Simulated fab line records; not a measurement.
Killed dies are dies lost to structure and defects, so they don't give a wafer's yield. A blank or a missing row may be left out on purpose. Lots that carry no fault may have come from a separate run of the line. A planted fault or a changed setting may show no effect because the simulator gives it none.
Struck lot and sound lot, side by side :: flow sky130 :: 42 out of 708 route steps
Sound: these wafers, L230.2, L230.3, L230.4. Struck: wafer L238.3. (L238.1, L238.6 of the same lot were not struck and are left out.) The cause comes at the end.
For every step that has rows: the tool of each side, followed by ch and its chambers, followed by its first start. Under that, the readings that differ: sound wafers :: struck wafers :: difference of the means :: sigmas: that difference in standard deviations of wafers without a fault.
alike: words and numbers the same on both sides, and readings whose means are apart by under 2 such deviations; not compared: readings that were withheld, readings missing a value for some wafer, numbers with overlapping values and no deviation given by the record, and bounds like >300 which may hide the same value.
Wherever a step has rows on one side only, a row that says differs or no value, or a row with sigmas, the two part there. Non-overlapping numbers with no deviation appear without sigmas and do not part them. A reading missing from all wafers of one side parts the sides only when that side holds two or more wafers.

SKY_PWDE_TW_MEAS_10:
  struck on film metro-04, day 6 05:10; sound on film metro-03, day 4 07:13
  alike: PWDE_TW
then, 7 steps without rows for these wafers: SKY_NWELL_DEHYDRATE_03 (time 60 s); SKY_NWELL_HMDS_04 (prime time 60 s); SKY_NWELL_COAT_05 (resist thk 3000 nm); SKY_NWELL_SOFTBAKE_06; SKY_NWELL_EXPOSE_07 (exposes mask NWM, target cd 840 nm); SKY_NWELL_PEB_08; SKY_NWELL_DEVELOP_09 (develop time 60 s).
SKY_NWELL_OVL_MEAS_10:
  struck on overlay-01, day 6 23:14; sound on overlay-02, day 5 00:06
  alike: NWELL_00_OVL
then, 3 steps without rows for these wafers: SKY_NWELL_IMPLANT_11; SKY_NWELL_IMPLANT_12; SKY_NWELL_IMPLANT_13.
SKY_NWELL_STRIP_14: strips in O2/N2.
  sound on plasma asher-01 ch 0,1, day 5 00:41; struck on plasma asher-01 ch 0, day 6 23:43
  alike: drypump motor current A, o2 flow sccm, oes product au, strip time to endpoint s
  not compared: rf hours counter h
SKY_NWELL_TW_MEAS_15:
  struck on film metro-03, day 6 23:49; sound on film metro-04, day 5 00:48
reading: NWELL_TW
sound: 1829 1837 1830
struck: 1811
difference: -21
sigmas: -2
then, 7 steps without rows for these wafers: SKY_NWELL_DEHYDRATE_16 (time 60 s); SKY_NWELL_HMDS_17 (prime time 60 s); SKY_NWELL_COAT_18 (resist thk 3000 nm); SKY_NWELL_SOFTBAKE_19; SKY_NWELL_EXPOSE_20 (exposes mask NWM COMPLEMENT, target cd 840 nm); SKY_NWELL_PEB_21; SKY_NWELL_DEVELOP_22 (develop time 60 s).
SKY_NWELL_OVL_MEAS_23:
  struck on overlay-02, day 7 19:34; sound on overlay-01, day 5 17:35
  alike: NWELL_01_OVL
then, 1 step without rows for these wafers: SKY_NWELL_IMPLANT_24.
SKY_NWELL_STRIP_25: strips in O2/N2.
  sound on plasma asher-04 ch 0,1, day 5 17:46; struck on plasma asher-02 ch 0, day 7 19:45
  alike: drypump motor current A, o2 flow sccm, oes product au, strip time to endpoint s
  not compared: rf hours counter h
SKY_NWELL_TW_MEAS_26:
  struck on film metro-04, day 7 19:51; sound on film metro-03, day 5 17:52
  alike: NWELL_2_TW
then, 1 step without rows for these wafers: SKY_NWELL_CLEAN_27 (cleans in SC1/SC2, time 150 s).
SKY_NWELL_RTA_28: time 30 s.
  sound on rtp anneal-01 ch 0, day 5 17:59; struck on rtp anneal-02 ch 0, day 7 19:58
  alike: lamp power pct, wafer_temp_C_max
SKY_NWELL_RS_MEAS_29: measurement is done with a four-point probe.
  struck on film metro-03, day 7 20:04; sound on film metro-02, day 5 18:05
  alike: NWELL_RS
SKY_NWELL_RS_MEAS_31: measurement is done with a four-point probe.
  struck on film metro-03, day 7 20:18; sound on film metro-02, day 5 18:20
  alike: PWDE_RS
then, 7 steps without rows for these wafers: SKY_VT_ADJUST_HVTP_DEHYDRATE_00 (time 60 s); SKY_VT_ADJUST_HVTP_HMDS_01 (prime time 60 s); SKY_VT_ADJUST_HVTP_COAT_02 (resist thk 1140 nm); SKY_VT_ADJUST_HVTP_SOFTBAKE_03 (time 60 s); SKY_VT_ADJUST_HVTP_EXPOSE_04 (exposes mask HVTPM, target cd 380 nm); SKY_VT_ADJUST_HVTP_PEB_05; SKY_VT_ADJUST_HVTP_DEVELOP_06 (develop time 60 s).
SKY_VT_ADJUST_HVTP_CD_MEAS_07: the cd target is 380 nm.
  struck on cd sem-02, day 8 15:53; sound on cd sem-02, day 6 12:10
  alike: cd nm
SKY_VT_ADJUST_HVTP_OVL_MEAS_08:
  struck on overlay-01, day 8 16:01; sound on overlay-01, day 6 12:16
reading: VT_ADJUST_HVTP_OVL (nm)
sound: 3.9 3.5 4.9
struck: -2.7
difference: -6.8
sigmas: -4
then, 1 step without rows for these wafers: SKY_VT_ADJUST_HVTP_IMPLANT_09.
SKY_VT_ADJUST_HVTP_STRIP_10: strips in O2/N2.
  sound on plasma asher-03 ch 0,1, day 6 12:26; struck on plasma asher-04 ch 1, day 8 16:11
  alike: drypump motor current A, o2 flow sccm, oes product au, strip time to endpoint s
  not compared: rf hours counter h
SKY_VT_ADJUST_HVTP_TW_MEAS_11:
  struck on film metro-04, day 8 16:17; sound on film metro-01, day 6 12:33
  alike: VT_ADJUST_HVTP_TW
-- a jump in the record: the struck wafers' starts before and after are 40 days apart (it breaks off in module VT_ADJUST_HVTP and resumes in module PAD_OPEN, where the first step shown is number 708 of the route) --
SKY_PAD_OPEN_PROBE_99:
  struck on prober-01, day 48 08:53; sound on prober-01, day 46 08:08
reading: killed at front end
sound: 14 23 14
struck: 59
difference: +42
sigmas: +8

reading: killed dies
sound: 91 76 71
struck: 122
difference: +43
sigmas: +4
  alike: killed_at_M0_to_M3, killed_at_M4_up, killed at contacts, killed at other, killed open, killed short

== WHERE THEY PART ==
Earliest at SKY_NWELL_TW_MEAS_15; latest, in this record, at SKY_PAD_OPEN_PROBE_99.

WHY: the cause the simulator had injected
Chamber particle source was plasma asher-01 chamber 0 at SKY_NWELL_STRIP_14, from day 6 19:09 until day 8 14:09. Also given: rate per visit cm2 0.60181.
